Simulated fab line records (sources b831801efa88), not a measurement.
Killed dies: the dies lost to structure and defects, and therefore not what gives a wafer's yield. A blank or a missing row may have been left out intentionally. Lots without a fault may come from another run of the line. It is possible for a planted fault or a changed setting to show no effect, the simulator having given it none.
Shared-tool check :: flow gf180mcu :: 13 lots, 39 wafers sampled

WHY IT WAS OPENED
GF_POLY_GATE_THK_MEAS_01, reading POLY_GATE_CVD_00_THK: flagged on 2 of 13 lots. No-fault wafers: 200.0 nm, standard deviation 1.6.
Rule: a lot gets a flag if all its wafers with a number sit over 4 standard deviations from that mean, or if no wafer of it has a number. All remaining lots are regarded as sound.

lot: L346
measured: day 8 12:14
on: film metro-04
POLY_GATE_CVD_00_THK (nm), wafer by wafer: 199.2 199.9 199.3
flag: 

lot: L348
measured: day 9 03:34
on: film metro-04
POLY_GATE_CVD_00_THK (nm), wafer by wafer: 198.1 199.0 200.0
flag: 

lot: L349
measured: day 9 08:37
on: film metro-04
POLY_GATE_CVD_00_THK (nm), wafer by wafer: 200.6 200.1 200.6
flag: 

lot: L350
measured: day 9 17:53
on: film metro-04
POLY_GATE_CVD_00_THK (nm), wafer by wafer: 200.4 200.3 201.3
flag: 

lot: L351
measured: day 9 20:41
on: film metro-03
POLY_GATE_CVD_00_THK (nm), wafer by wafer: 200.0 200.9 199.4
flag: 

lot: L352
measured: day 10 15:53
on: film metro-04
POLY_GATE_CVD_00_THK (nm), wafer by wafer: 201.3 200.9 201.4
flag: 

lot: L353
measured: day 10 16:06
on: film metro-04
POLY_GATE_CVD_00_THK (nm), wafer by wafer: 200.1 200.0 200.6
flag: 

lot: L354
measured: day 10 21:04
on: film metro-01
POLY_GATE_CVD_00_THK (nm), wafer by wafer: 201.7 201.5 201.6
flag: 

lot: L358
measured: day 11 23:51
on: film metro-04
POLY_GATE_CVD_00_THK (nm), wafer by wafer: 270.8 270.6 271.9
flag: FLAGGED

lot: L360
measured: day 12 15:41
on: film metro-01
POLY_GATE_CVD_00_THK (nm), wafer by wafer: 273.8 270.9 272.9
flag: FLAGGED

lot: L365
measured: day 14 00:58
on: film metro-03
POLY_GATE_CVD_00_THK (nm), wafer by wafer: 201.2 202.4 201.7
flag: 

lot: L367
measured: day 14 12:07
on: film metro-03
POLY_GATE_CVD_00_THK (nm), wafer by wafer: 197.4 200.2 199.6
flag: 

lot: L369
measured: day 15 02:01
on: film metro-04
POLY_GATE_CVD_00_THK (nm), wafer by wafer: 197.9 199.7 198.4
flag: 
Average over the flagged lots: 271.8 nm; offset from the usual +71.8 nm, equal to +45 standard deviations.

WHICH TOOL RAN EACH LOT
Before the reading, the record contains 2 process steps out of a 602-step route. Cell contents, in order: the tool; ch with the chambers the sampled wafers went through; the start.
lot: L346
flag: 
GF_VT_IMPLANT_STRIP_31: plasma asher-03 ch 0, day 6 22:47
GF_POLY_GATE_CVD_00: lpcvd-02 ch 0, day 8 10:54

lot: L348
flag: 
GF_VT_IMPLANT_STRIP_31: plasma asher-04 ch 0, day 7 11:04
GF_POLY_GATE_CVD_00: lpcvd-02 ch 1, day 9 02:13

lot: L349
flag: 
GF_VT_IMPLANT_STRIP_31: plasma asher-04 ch 0,1, day 7 16:27
GF_POLY_GATE_CVD_00: lpcvd-01 ch 0, day 9 07:16

lot: L350
flag: 
GF_VT_IMPLANT_STRIP_31: plasma asher-04 ch 0,1, day 7 23:41
GF_POLY_GATE_CVD_00: lpcvd-02 ch 1, day 9 16:34

lot: L351
flag: 
GF_VT_IMPLANT_STRIP_31: plasma asher-01 ch 0,1, day 8 02:52
GF_POLY_GATE_CVD_00: lpcvd-01 ch 0, day 9 19:21

lot: L352
flag: 
GF_VT_IMPLANT_STRIP_31: plasma asher-04 ch 0,1, day 8 21:37
GF_POLY_GATE_CVD_00: lpcvd-01 ch 0, day 10 14:32

lot: L353
flag: 
GF_VT_IMPLANT_STRIP_31: plasma asher-03 ch 0,1, day 8 21:41
GF_POLY_GATE_CVD_00: lpcvd-02 ch 1, day 10 14:06

lot: L354
flag: 
GF_VT_IMPLANT_STRIP_31: plasma asher-01 ch 0,1, day 9 02:22
GF_POLY_GATE_CVD_00: lpcvd-01 ch 0, day 10 19:44

lot: L358
flag: FLAGGED
GF_VT_IMPLANT_STRIP_31: plasma asher-04 ch 0,1, day 10 04:50
GF_POLY_GATE_CVD_00: lpcvd-02 ch 0, day 11 22:31

lot: L360
flag: FLAGGED
GF_VT_IMPLANT_STRIP_31: plasma asher-03 ch 0,1, day 10 17:41
GF_POLY_GATE_CVD_00: lpcvd-02 ch 1, day 12 13:41

lot: L365
flag: 
GF_VT_IMPLANT_STRIP_31: plasma asher-03 ch 0,1, day 12 01:10
GF_POLY_GATE_CVD_00: lpcvd-01 ch 0, day 13 23:38

lot: L367
flag: 
GF_VT_IMPLANT_STRIP_31: plasma asher-01 ch 0,1, day 12 14:37
GF_POLY_GATE_CVD_00: lpcvd-01 ch 0, day 14 10:47

lot: L369
flag: 
GF_VT_IMPLANT_STRIP_31: plasma asher-01 ch 0,1, day 13 03:24
GF_POLY_GATE_CVD_00: lpcvd-02 ch 1, day 15 00:41
These steps, and what they do:
- GF_VT_IMPLANT_STRIP_31: strips in O2/N2.
- GF_POLY_GATE_CVD_00: deposits poly-Si, target thk 200 nm, time 1200 s.
- GF_POLY_GATE_THK_MEAS_01

FLAGGED OVER TOTAL, TOOL BY TOOL (the gauges that took the reading come last)
step: GF_VT_IMPLANT_STRIP_31
tool: plasma asher-01
lots run: 4
flagged: 0
share of the flagged lots: none
sound lots run after its first flagged lot: -

step: GF_VT_IMPLANT_STRIP_31
tool: plasma asher-03
lots run: 4
flagged: 1
share of the flagged lots: some
sound lots run after its first flagged lot: 1 (L365)

step: GF_VT_IMPLANT_STRIP_31
tool: plasma asher-04
lots run: 5
flagged: 1
share of the flagged lots: some
sound lots run after its first flagged lot: 0

step: GF_POLY_GATE_CVD_00
tool: lpcvd-01
lots run: 6
flagged: 0
share of the flagged lots: none
sound lots run after its first flagged lot: -

step: GF_POLY_GATE_CVD_00
tool: lpcvd-02
lots run: 7
flagged: 2
share of the flagged lots: all
sound lots run after its first flagged lot: 1 (L369)

step: GF_POLY_GATE_THK_MEAS_01
tool: film metro-01
lots run: 2
flagged: 1
share of the flagged lots: some
sound lots run after its first flagged lot: 0

step: GF_POLY_GATE_THK_MEAS_01
tool: film metro-03
lots run: 3
flagged: 0
share of the flagged lots: none
sound lots run after its first flagged lot: -

step: GF_POLY_GATE_THK_MEAS_01
tool: film metro-04
lots run: 8
flagged: 1
share of the flagged lots: some
sound lots run after its first flagged lot: 1 (L369)

WHAT THE TABLE PERMITS
1 row of the table ran every flagged lot: lpcvd-02 at GF_POLY_GATE_CVD_00.
- lpcvd-02 at GF_POLY_GATE_CVD_00: 2 of its 7 lots flagged. Lots that were sound ran on it after the first flagged one (L369); a persistent fault on the entire tool would not allow that.
Not one row of the table ran every flagged lot while running no sound lot after the first.

WHAT HAD BEEN PUT IN BY THE SIMULATOR
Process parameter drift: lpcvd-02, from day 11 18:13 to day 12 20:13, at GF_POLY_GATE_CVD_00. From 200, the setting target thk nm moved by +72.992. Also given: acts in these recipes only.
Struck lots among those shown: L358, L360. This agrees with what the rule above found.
